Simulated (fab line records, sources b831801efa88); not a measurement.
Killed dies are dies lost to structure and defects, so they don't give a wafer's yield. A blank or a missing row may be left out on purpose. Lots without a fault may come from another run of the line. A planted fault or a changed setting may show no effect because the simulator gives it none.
Problem report in the 8D (eight disciplines) form, filled by code | flow sky130 | the parts of the form that need people (team, actions taken, sign-off) are left out

1. THE PROBLEM
NWELL_TW at SKY_NWELL_TW_MEAS_15 reads a mean of 1565 on 6 wafers of 2 lots; wafers without a fault read 1829 with a standard deviation of 12. That is -22 standard deviations from the usual mean.
First seen on wafer L790.2, day 7 23:22, on film_metro-02. The record holds 42 wafers of 14 lots with a number at this step. Rule for "out", or "out of limits": more than 4 standard deviations from the usual mean. The other wafers with a number count as sound.

2. WHAT IT IS AND WHAT IT IS NOT
question                    | is                           | is not
which readings at this step | NWELL_TW                     | -
which lots                  | L790, L793                   | L777, L778, L779, L781, L782, L783, L784, L785, L786, L787, L797, L798
which wafers of those lots  | all that have a number       | -
read on which gauges        | film_metro-02, film_metro-03 | film_metro-04
when                        | from day 7 23:22             | up to then (30 sound wafers); but 6 sound wafers of L797, L798 came after

3. SUSPECTS, AND WHAT RULES EACH OUT
Counting: a tool at a process step up to the reading stays a suspect if it ran every lot that is out and no sound lot after the first of them.
- the gauge at SKY_NWELL_TW_MEAS_15: ruled out. The wafers that are out were read on 2 gauges (film_metro-02, film_metro-03).
- implanter-03 at SKY_NWELL_IMPLANT_11: kept. It ran every lot that is out, first L790 (day 7 22:49), and no sound lot after that; its last sound lot up to then is L786 (day 6 18:59). Its own readings are out on those wafers: dose_ions_cm2, faraday_current_uA.
Left after counting: implanter-03 at SKY_NWELL_IMPLANT_11.

4. THE CAUSE (what the simulator had put in)
Process parameter drift: implanter-03, from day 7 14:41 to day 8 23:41, at SKY_NWELL_IMPLANT_11. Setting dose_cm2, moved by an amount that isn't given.
Counting left only this tool.

5. THE CHAIN OF EFFECTS, in route order
Each row: a reading whose mean over the struck wafers that have a number lies more than 3 standard deviations from the usual. Only readings for which the record gives a usual standard deviation are gone through. hours: the time from each lot's start at the first step in this table that gives one to its start at this step, as a median over the lots. sigmas: the change in usual standard deviations.
hours | step                 | reading            | usual        | on struck wafers | change      | sigmas
0     | SKY_NWELL_IMPLANT_11 | dose_ions_cm2      | 1.8999e+13   | 1.1216e+13       | -7.7828e+12 | -99 or more
0     | SKY_NWELL_IMPLANT_11 | faraday_current_uA | 107.3        | 63.6             | -43.7       | -21
1     | SKY_NWELL_TW_MEAS_15 | NWELL_TW           | 1829         | 1565             | -264        | -22
21    | SKY_NWELL_RS_MEAS_29 | NWELL_RS           | 624.5 ohm/sq | 824.9            | +200.4      | +99 or more
The process steps in it:
- SKY_NWELL_IMPLANT_11
Later measuring or inspecting steps at which every struck wafer that the step has a row for has a number for every such reading, and none has moved that far: SKY_NWELL_RS_MEAS_31, SKY_SONOS_TUNNEL_TW_MEAS_12, SKY_LDD_N_OVL_MEAS_07.

6. WHAT WOULD HAVE CAUGHT IT SOONER
In this record the first reading out of limits at a measuring or inspecting step was taken at day 7 23:22, 9 hours after the fault began at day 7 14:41.
The tool's own readings at SKY_NWELL_IMPLANT_11 were out on every struck wafer that the step has a row for (dose_ions_cm2, faraday_current_uA): an alarm limit on them would have fired on the first of those.
Of the lots that are out (2), L793 began SKY_NWELL_IMPLANT_11 on implanter-03 after day 7 23:22. A hold on the tool at that time would have spared it.
